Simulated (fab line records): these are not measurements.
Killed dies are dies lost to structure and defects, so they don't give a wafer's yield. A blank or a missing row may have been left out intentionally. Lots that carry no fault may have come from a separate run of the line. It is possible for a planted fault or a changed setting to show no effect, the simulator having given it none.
fab line records -- flow sky130
record: lots: 7, wafers: 18, lastDay: 50
route steps=708 shown LI_CONTACT@369 PAD_OPEN@708
lots that met no fault: from a run of the same line without faults
startH: the number of hours between the record's first day and the start of the first shown wafer of the lot -- waitH: time in hours since the lot's previous step -- " the same as in the row above -- L1.1+2: a row that stands for several wafers -- - either no value or no given start -- * or withheld: withheld -- < > ~ a bound
route shown NAME@n: names a module that has steps shown in the file, with the first one's number in the route -- usual: mean/standard deviation of fault-free wafers -- same: alike in all rows -- chamber/n: place in a boat -- sites: the reading at each site -- _std_site: how widely they spread, as a standard deviation -- _edge_site: inner sites' mean taken away from outer sites' mean -- radiusMm: for every site, how far away it sits from the centre of the wafer -- mask NAME#n: copy n -- behind: the most recent tool/chamber to have shaped the wafer -- hold: the reason the lot was held/the length of the hold in hours/how it ended -- device: transistor that didn't switch, given as n, p or np -- end of line: the tests these same wafers got at the end of their route -- step lacking rows: just its recipe -- killed: at the first sort, the dies lost to defects and structure; wafer yield is something else -- map: a wafer's dies, marking killed ones x, the rest . and places with no die _
set.NAME: the setting the step ran with; set.NAME@STEP: the setting that earlier step ran with -- model.NAME: the simulator's own value behind a step, which no gauge read
lots at selected steps of the route; one table per step, one row per wafer
services: when a tool's chamber went out of use (startH, in hours from the record's first day, below 0 if earlier), for how many hours, and the reason
== steps ==
step: SKY_LI_CONTACT_COAT_07
recipe: resist: KrF-thick, spinRpm: 3000, resistThkNm: 450
step: SKY_LI_CONTACT_SOFTBAKE_08
recipe: tempC: 100, timeS: 90, resist: KrF-thick
step: SKY_LI_CONTACT_EXPOSE_09
recipe: maskId: LICM1, na: 0.8, sourceShape: annular, sigmaInner: 0.55, sigmaOuter: 0.85, targetCdNm: 170, doseMj: 38
step: SKY_LI_CONTACT_PEB_10
recipe: pebTempC: withheld, pebTimeS: withheld, resist: KrF-thick
step: SKY_LI_CONTACT_DEVELOP_11
recipe: developTimeS: 60, resist: KrF-thick, devTempC: 21
step: SKY_LI_CONTACT_CD_MEAS_12
recipe: targetCdNm: 170
usual: cdNm: 169.5/1.4
lot.wafer,tool,chamber,startH,waitH,cdNm
L885.1,cdSem-02,-,693.85,-,170.3
L885.2,cdSem-02,-,693.85,-,169.4
L885.5,cdSem-02,-,693.85,-,169.8
L890.2,cdSem-02,-,709.01,-,168.3
L890.5,cdSem-02,-,709.01,-,168.5
L890.6,cdSem-02,-,709.01,-,167.9
L895.2,cdSem-02,-,770.20,-,167.9
L895.3,cdSem-02,-,770.20,-,169.7
L895.5,cdSem-02,-,770.20,-,167.7
L900.2,cdSem-01,-,808.10,-,170.4
L900.4,cdSem-01,-,808.10,-,169.9
L902.4,cdSem-02,-,815.51,-,168.1
L902.5,cdSem-02,-,815.51,-,169.1
L904.4,cdSem-02,-,821.70,-,168.4
L904.5,cdSem-02,-,821.70,-,169.4
L907.3,cdSem-01,-,849.33,-,170.1
L907.5,cdSem-01,-,849.33,-,169.4
L907.6,cdSem-01,-,849.33,-,169.3
step: SKY_LI_CONTACT_OVL_MEAS_13
usual: LI_CONTACT_OVL: 0/5.2
lot.wafer,tool,chamber,startH,waitH,LI_CONTACT_OVL[nm]
L885.1,overlay-01,-,693.97,0.1,7
L885.2,overlay-01,-,693.97,0.1,-2
L885.5,overlay-01,-,693.97,0.1,1
L890.2,overlay-02,-,709.11,0.1,1
L890.5,overlay-02,-,709.11,0.1,7
L890.6,overlay-02,-,709.11,0.1,2
L895.2,overlay-01,-,770.31,0.1,-1
L895.3,overlay-01,-,770.31,0.1,-8
L895.5,overlay-01,-,770.31,0.1,-1
L900.2,overlay-02,-,808.21,0.1,-2
L900.4,overlay-02,-,808.21,0.1,-4
L902.4,overlay-02,-,815.59,0.1,2
L902.5,overlay-02,-,815.59,0.1,5
L904.4,overlay-01,-,821.78,0.1,7
L904.5,overlay-01,-,821.78,0.1,-2
L907.3,overlay-01,-,849.42,0.1,-1
L907.5,overlay-01,-,849.42,0.1,0
L907.6,overlay-01,-,849.42,0.1,0
step: SKY_LI_CONTACT_ETCH_14
recipe: chemistry: N2/H2, target: BARC, ionEnergyEv: 200, sourceW: 500, biasW: 100, pressureMtorr: 30, n2FlowSccm: 100, h2FlowSccm: 200, stopOn: SiO2, timeS: 45.9, targetDepthA: 600
usual: drypumpMotorCurrentA: 5.9/0.41, n2FlowSccm: 100.0/0.31, oesProductAu: 0.854/0.0049, throttleValvePct: 13.225/0.0092
lot.wafer,tool,chamber,startH,waitH,drypumpMotorCurrentA,n2FlowSccm,oesProductAu,rfHoursCounterH,throttleValvePct
L885.1,rieDiel-04,2,694.00,0.0,5.7,99.9,0.861,10,13.215
L885.2,rieDiel-04,1,694.00,0.0,6.4,99.7,0.863,3,13.221
L885.5,rieDiel-04,0,694.00,0.0,6.4,100.0,0.854,-,13.222
L890.2,rieDiel-04,0,709.14,0.0,6.3,100.3,0.861,8,13.223
L890.5,rieDiel-04,0,709.14,0.0,6.4,100.4,0.869,-,13.228
L890.6,rieDiel-04,1,709.14,0.0,6.5,100.0,0.857,-,13.231
L895.2,rieDiel-03,2,770.34,0.0,6.3,99.9,0.862,16,13.229
L895.3,rieDiel-03,3,770.34,0.0,5.8,100.1,0.862,14,13.223
L895.5,rieDiel-03,2,770.34,0.0,6.3,100.5,0.858,-,13.226
L900.2,rieDiel-01,1,808.24,0.0,5.4,99.8,0.852,6,13.241
L900.4,rieDiel-01,0,808.24,0.0,6.0,100.5,0.851,6,13.228
L902.4,rieDiel-04,2,815.62,0.0,5.7,99.7,0.848,-,13.230
L902.5,rieDiel-04,1,815.62,0.0,6.4,100.6,0.852,-,13.213
L904.4,rieDiel-04,3,821.82,0.0,5.3,100.6,0.863,-,13.222
L904.5,rieDiel-04,2,821.82,0.0,5.7,100.0,0.847,-,13.227
L907.3,rieDiel-04,0,849.44,0.0,6.3,100.2,0.850,10,13.214
L907.5,rieDiel-04,0,849.44,0.0,6.3,100.5,0.856,-,13.225
L907.6,rieDiel-04,3,849.44,0.0,5.3,100.4,0.854,-,13.230
step: SKY_LI_CONTACT_ETCH_15
recipe: target: PSG, chemistry: C4F8/O2/Ar, stopOn: Si, taperDeg: 4.15, maskMaterial: KrF-thick, sourceW: 1500, biasW: 1200, pressureMtorr: 40, c4f8FlowSccm: withheld, O2_flow_sccm: 6, Ar_flow_sccm: 300, timeS: withheld, targetDepthA: 6000
usual: oesProductAu: 0.837/0.0052
lot.wafer,tool,chamber,startH,waitH,oesProductAu
L885.1,rieDiel-04,2,694.05,0.0,0.840
L885.2,rieDiel-04,1,694.05,0.0,0.837
L885.5,rieDiel-04,0,694.05,0.0,0.837
L890.2,rieDiel-04,0,709.19,0.0,0.837
L890.5,rieDiel-04,0,709.19,0.0,0.833
L890.6,rieDiel-04,1,709.19,0.0,0.832
L895.2,rieDiel-03,2,770.38,0.0,0.832
L895.3,rieDiel-03,3,770.38,0.0,0.838
L895.5,rieDiel-03,2,770.38,0.0,0.842
L900.2,rieDiel-01,1,808.28,0.0,0.839
L900.4,rieDiel-01,0,808.28,0.0,0.838
L902.4,rieDiel-04,2,815.69,0.0,0.838
L902.5,rieDiel-04,1,815.69,0.0,0.831
L904.4,rieDiel-04,3,821.88,0.0,0.840
L904.5,rieDiel-04,2,821.88,0.0,0.841
L907.3,rieDiel-04,0,849.49,0.0,0.834
L907.5,rieDiel-04,0,849.49,0.0,0.833
L907.6,rieDiel-04,3,849.49,0.0,0.841
step: SKY_LI_CONTACT_STRIP_16
recipe: chemistry: O2/N2, powerW: 1400, pressureMtorr: 1500, platenTempC: withheld, o2FlowSccm: 3000, n2FlowSccm: 300, overashFraction: 0.5
usual: drypumpMotorCurrentA: 5.92/0.17, n2FlowSccm: 299.8/0.79, oesProductAu: 0.375/0.0046, stripTimeToEndpointS: 3.49/0.037
lot.wafer,tool,chamber,startH,waitH,drypumpMotorCurrentA,n2FlowSccm,oesProductAu,rfHoursCounterH,stripTimeToEndpointS
L885.1,plasmaAsher-04,0,694.13,-,5.77,301.2,0.362,86,3.45
L885.2,plasmaAsher-04,1,694.13,-,6.08,301.1,0.382,86,3.50
L885.5,plasmaAsher-04,0,694.13,-,5.76,299.5,0.377,-,3.53
L890.2,plasmaAsher-01,0,709.27,-,5.94,299.7,0.375,27,3.55
L890.5,plasmaAsher-01,0,709.27,-,5.91,298.7,0.381,-,3.55
L890.6,plasmaAsher-01,1,709.27,-,6.22,300.4,0.375,-,3.49
L895.2,plasmaAsher-01,1,770.47,-,6.20,300.3,0.378,35,3.52
L895.3,plasmaAsher-01,0,770.47,-,5.91,298.8,0.377,-,3.50
L895.5,plasmaAsher-01,1,770.47,-,6.22,297.5,0.380,-,3.54
L900.2,plasmaAsher-02,0,808.37,-,5.84,301.1,0.383,68,3.57
L900.4,plasmaAsher-02,1,808.37,-,5.73,299.3,0.379,-,3.55
L902.4,plasmaAsher-02,0,815.76,-,5.84,297.8,0.370,-,3.44
L902.5,plasmaAsher-02,1,815.76,-,5.78,300.2,0.375,-,3.41
L904.4,plasmaAsher-04,0,821.96,-,5.76,299.5,0.376,-,3.49
L904.5,plasmaAsher-04,0,821.96,-,5.75,300.4,0.377,-,3.46
L907.3,plasmaAsher-04,1,849.61,-,6.03,300.0,0.372,-,3.50
L907.5,plasmaAsher-04,0,849.61,-,5.73,299.5,0.369,-,3.51
L907.6,plasmaAsher-04,1,849.61,-,6.05,298.3,0.378,-,3.45
step: SKY_LI_CONTACT_CLEAN_17
recipe: chemistry: NMP, timeS: 600, tempC: 60, dry: n2Spin
step: SKY_LI_CONTACT_PRE_CLEAN_18
recipe: gas: Ar, timeS: 5.6, biasV: 358
step: SKY_LI_CONTACT_SPUTTER_19
recipe: material: Ti, targetThkNm: 20, chamberPressurePa: 5, powerW: 2500, substrateTempC: 200, timeS: 106.37
usual: throttleValvePct: 29.8/1.4
lot.wafer,tool,chamber,startH,waitH,throttleValvePct,model.Ti_of_LI_CONTACT_SPUTTER_19.thkNm
L885.1,pvdSputter-02,-,694.43,0.0,31.5,20.02
L885.2,pvdSputter-02,-,694.43,0.0,27.9,20.07
L885.5,pvdSputter-02,-,694.43,0.0,30.2,19.97
L890.2,pvdSputter-01,-,709.57,0.0,28.7,20.28
L890.5,pvdSputter-01,-,709.57,0.0,29.2,20.11
L890.6,pvdSputter-01,-,709.57,0.0,30.6,19.85
L895.2,pvdSputter-02,-,770.76,0.0,30.1,19.68
L895.3,pvdSputter-02,-,770.76,0.0,31.5,19.63
L895.5,pvdSputter-02,-,770.76,0.0,27.8,19.54
L900.2,pvdSputter-01,-,808.66,0.0,30.8,29.47
L900.4,pvdSputter-01,-,808.66,0.0,28.5,20.28
L902.4,pvdSputter-01,-,816.08,0.0,28.6,20.09
L902.5,pvdSputter-01,-,816.08,0.0,29.3,29.6
L904.4,pvdSputter-01,-,822.23,0.0,30.7,20
L904.5,pvdSputter-01,-,822.23,0.0,30.8,29.34
L907.3,pvdSputter-04,-,849.88,0.0,32.0,19.57
L907.5,pvdSputter-04,-,849.88,0.0,32.2,19.46
L907.6,pvdSputter-04,-,849.88,0.0,27.0,19.72
step: SKY_LI_CONTACT_SPUTTER_20
recipe: material: TiN, targetThkNm: 20, chamberPressurePa: 5, powerW: 4000, timeS: 80
usual: throttleValvePct: 29.8/1.4
lot.wafer,tool,chamber,startH,waitH,throttleValvePct
L885.1,pvdSputter-02,-,694.50,0.0,31.7
L885.2,pvdSputter-02,-,694.50,0.0,27.9
L885.5,pvdSputter-02,-,694.50,0.0,30.1
L890.2,pvdSputter-01,-,709.64,0.0,28.6
L890.5,pvdSputter-01,-,709.64,0.0,29.2
L890.6,pvdSputter-01,-,709.64,0.0,30.6
L895.2,pvdSputter-02,-,770.84,0.0,30.4
L895.3,pvdSputter-02,-,770.84,0.0,31.2
L895.5,pvdSputter-02,-,770.84,0.0,27.9
L900.2,pvdSputter-01,-,808.75,0.0,30.8
L900.4,pvdSputter-01,-,808.75,0.0,28.8
L902.4,pvdSputter-01,-,816.15,0.0,28.7
L902.5,pvdSputter-01,-,816.15,0.0,29.3
L904.4,pvdSputter-01,-,822.31,0.0,30.6
L904.5,pvdSputter-01,-,822.31,0.0,30.5
L907.3,pvdSputter-04,-,849.96,0.0,32.0
L907.5,pvdSputter-04,-,849.96,0.0,32.0
L907.6,pvdSputter-04,-,849.96,0.0,27.1
step: SKY_PAD_OPEN_PROBE_99
usual: killed_at_M0_to_M3: 43/7.3, killed_at_M4_up: 3.1/1.7, killedAtContacts: 25/5.3, killedAtFrontEnd: 15/4.3, killedAtOther: 0.2/0.54, killedDies: 87/10, killedOnRim: 17/3.9, killedOpen: 48/7.6, killedShort: 38/6.1
same: grossDies: 492, killedAtBackSide: 0
lot.wafer,tool,chamber,startH,waitH,killed_at_M0_to_M3,killed_at_M4_up,killedAtContacts,killedAtFrontEnd,killedAtOther,killedDies,killedOnRim,killedOpen,killedShort
L890.2,prober-01,-,1098.33,0.1,40,4,27,18,0,89,17,44,45
L890.5,prober-01,-,1098.48,0.2,45,6,29,17,0,97,22,55,42
L890.6,prober-01,-,1098.53,0.2,30,4,22,15,0,71,18,35,36
L895.2,prober-01,-,1145.58,0.1,37,6,20,14,0,77,16,40,37
L895.3,prober-01,-,1145.63,0.2,41,4,30,13,0,88,19,49,39
L895.5,prober-01,-,1145.73,0.2,43,3,27,22,0,95,13,57,38
L900.2,prober-02,-,1171.72,0.1,36,4,22,17,0,79,10,49,30
L902.5,prober-01,-,1176.33,0.2,38,1,30,9,0,78,19,35,42
L904.4,prober-01,-,1183.14,0.2,38,5,23,14,0,80,12,47,33
L904.5,prober-01,-,1183.19,0.2,40,2,19,15,1,77,21,42,34
L907.3,prober-01,-,1196.38,0.2,42,1,35,20,0,98,25,57,41
L907.5,prober-01,-,1196.48,0.2,38,7,25,21,1,92,14,45,47
L907.6,prober-01,-,1196.53,0.2,62,2,23,19,0,106,15,54,52
killed by level:class
L890.2 CONTACT:geometricParticle:open=14 VIA1:geometricParticle:open=11 METAL2:geometricParticle:short=11 FIELD_ISO:geometricParticle:short=6 LI_CONTACT:geometricParticle:open=5 VIA2:geometricParticle:open=5 POLY_GATE:geometricParticle:short=4 VIA1:geometricParticle:short=3
L890.5 VIA1:geometricParticle:open=11 CONTACT:geometricParticle:open=10 VIA3:geometricParticle:open=9 LI_CONTACT:geometricParticle:open=7 CONTACT:geometricParticle:short=5 FIELD_ISO:geometricParticle:short=4 FIELD_ISO:geometricParticle:open=4 VIA1:geometricParticle:short=4
L890.6 CONTACT:geometricParticle:open=8 VIA2:geometricParticle:open=7 VIA1:geometricParticle:open=6 METAL2:geometricParticle:short=5 CONTACT:geometricParticle:short=5 FIELD_ISO:geometricParticle:short=4 LI_CONTACT:geometricParticle:open=4 LOCAL_INTERCONNECT:geometricParticle:short=4
L895.2 VIA1:geometricParticle:short=9 VIA1:geometricParticle:open=8 CONTACT:geometricParticle:open=7 FIELD_ISO:geometricParticle:short=5 METAL1:geometricParticle:short=5 LI_CONTACT:geometricParticle:open=5 VIA3:geometricParticle:open=5 METAL4:geometricParticle:short=4
L895.3 CONTACT:geometricParticle:open=13 VIA1:geometricParticle:open=12 LI_CONTACT:geometricParticle:open=6 VIA2:geometricParticle:open=5 VIA3:geometricParticle:open=5 LOCAL_INTERCONNECT:geometricParticle:short=4 METAL1:geometricParticle:short=4 VIA1:geometricParticle:short=4
L895.5 CONTACT:geometricParticle:open=14 VIA1:geometricParticle:open=10 VIA3:geometricParticle:open=10 VIA2:geometricParticle:open=6 FIELD_ISO:geometricParticle:open=5 POLY_GATE:geometricParticle:short=5 FIELD_ISO:geometricParticle:short=4 LOCAL_INTERCONNECT:geometricParticle:short=4
L900.2 VIA1:geometricParticle:open=11 LI_CONTACT:geometricParticle:open=9 CONTACT:geometricParticle:open=8 POLY_GATE:geometricParticle:short=6 METAL1:geometricParticle:short=6 FIELD_ISO:geometricParticle:open=5 VIA1:geometricParticle:short=4 VIA3:geometricParticle:open=4
L902.5 LOCAL_INTERCONNECT:geometricParticle:short=9 CONTACT:geometricParticle:open=8 METAL1:geometricParticle:short=8 VIA2:geometricParticle:short=7 LI_CONTACT:geometricParticle:open=6 METAL2:geometricParticle:short=6 VIA1:geometricParticle:open=5 VIA2:geometricParticle:open=5
L904.4 CONTACT:geometricParticle:open=11 VIA1:geometricParticle:open=9 VIA3:geometricParticle:open=8 LI_CONTACT:geometricParticle:open=6 FIELD_ISO:geometricParticle:open=5 METAL1:geometricParticle:short=5 METAL4:geometricParticle:short=5 VIA2:geometricParticle:open=4
L904.5 VIA1:geometricParticle:open=10 VIA2:geometricParticle:open=8 CONTACT:geometricParticle:open=7 FIELD_ISO:geometricParticle:open=6 VIA1:geometricParticle:short=5 FIELD_ISO:geometricParticle:short=4 LI_CONTACT:geometricParticle:open=4 LOCAL_INTERCONNECT:geometricParticle:short=4
L907.3 LI_CONTACT:geometricParticle:open=14 CONTACT:geometricParticle:open=9 VIA1:geometricParticle:open=8 METAL2:geometricParticle:short=8 VIA3:geometricParticle:open=6 FIELD_ISO:geometricParticle:open=5 POLY_GATE:geometricParticle:short=5 VIA2:geometricParticle:open=5
L907.5 CONTACT:geometricParticle:short=9 LI_CONTACT:geometricParticle:open=8 VIA1:geometricParticle:open=8 METAL2:geometricParticle:short=7 POLY_GATE:geometricParticle:open=5 POLY_GATE:geometricParticle:short=4 CONTACT:geometricParticle:open=4 METAL4:geometricParticle:short=4
L907.6 VIA1:geometricParticle:open=13 CONTACT:geometricParticle:open=11 VIA3:geometricParticle:open=8 METAL1:geometricParticle:short=7 METAL2:geometricParticle:short=7 CONTACT:geometricParticle:short=6 VIA1:geometricParticle:short=6 METAL3:geometricParticle:short=5
== services ==
tool,chamber,startH,hours,kind
pvdSputter-04,-,674.75,11.7,repair
pvdSputter-04,-,679.53,6.8,repair
pvdSputter-01,-,683.82,6.4,repair
pvdSputter-01,-,683.99,1.8,repair
rieDiel-01,-,686.03,0.4,repair
rieDiel-04,3,687.10,15.2,repair
rieDiel-03,1,699.07,4.7,repair
rieDiel-03,3,702.97,3.6,repair
rieDiel-01,1,712.14,5.8,repair
plasmaAsher-04,-,739.21,3.4,repair
plasmaAsher-02,-,766.52,1.3,repair
rieDiel-01,2,782.08,-,clean
rieDiel-01,2,782.08,15.9,scheduledDown
rieDiel-01,2,782.08,15.9,ventCycle
rieDiel-04,0,783.14,2.5,repair
rieDiel-04,1,783.30,9.6,repair
rieDiel-04,0,787.46,46.7,repair
rieDiel-01,-,827.18,2.8,pm
plasmaAsher-01,-,834.80,2.2,repair
rieDiel-04,-,843.61,1.6,repair
== key ==
firstSign none at tools or gauges
modelEffect: step: SKY_LI_CONTACT_SPUTTER_19, value: Ti_of_LI_CONTACT_SPUTTER_19.thkNm, without: 20.04, struck: 29.47
metAt SKY_LI_CONTACT_SPUTTER_19
struckWafers L900.2,L902.5,L904.5
testerLeftOut L900,L902,L904
onsetBetween 709.57 808.66
fault: kind: processParameterDrift, tool: pvdSputter-01, chamber: -, onsetH: 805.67, steps: SKY_LI_CONTACT_SPUTTER_19, channel: targetThkNm, offset: 9.4331, shape: step, endH: 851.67, scope: struckWafersOnly, actsIn: theseRecipesOnly, stated: 20
testerLeftOut: of these lots the tester's yield and bins aren't shown, on N5 and GAA mostly nor the transistor test; their killed dies are dies lost to structure and defects alone, not to doping, threshold or leakage, so they don't give the yield
